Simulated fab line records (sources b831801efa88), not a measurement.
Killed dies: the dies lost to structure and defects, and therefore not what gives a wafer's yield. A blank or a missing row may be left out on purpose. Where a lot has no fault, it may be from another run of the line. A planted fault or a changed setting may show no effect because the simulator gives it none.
Chamber matching	flow gf180mcu	3 sister chambers for GF_V2_CVD_02 on pecvd-03
The step deposits SiO2 from TEOS, target thk 850 nm, time 94.851 s. 6 wafers are shown with their chamber, then 7 later ones without.

## EACH WAFER AND ITS CHAMBER
wafer	chamber	heater_power_w (W)
L556.1	1	591
L556.3	0	557
L555.4	1	712
L555.5	0	598
L560.2	2	672
L560.4	2	703

## WAFERS WITH NO CHAMBER GIVEN
wafer	heater_power_w (W)
L560.5	581
L565.4	602
L565.5	721
L565.6	708
L571.4	470
L571.5	702
L571.6	757

## CHAMBER TAKEN BY EACH
wafer	from the rows above	in truth
L560.5	can't be placed: 0 or 1 or 2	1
L565.4	can't be placed: 0 or 1 or 2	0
L565.5	can't be placed: 2 or 1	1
L565.6	can't be placed: 2 or 1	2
L571.4	can't be placed: 0 or 1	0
L571.5	can't be placed: 2 or 1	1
L571.6	can't be placed: 2 or 1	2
Correctly placed: 0 of 7. Can't be placed from these rows: 7 (the true chamber is among the candidates in 7). Wrongly placed: 0.
How it was worked out, from the rows above alone: a wafer's distance from a chamber is the root of the sum, over the readings, of the square of ((its reading less the chamber's mean) divided by the reading's scatter). If the next closest chamber is less than 2 further off than the closest, the wafer can't be placed; otherwise it belongs to the closest. Each chamber's mean is taken over the wafers shown for it. The scatter: the root of (the sum of the squares of (reading less its chamber's mean) over the shown wafers, divided by (wafers less chambers)).
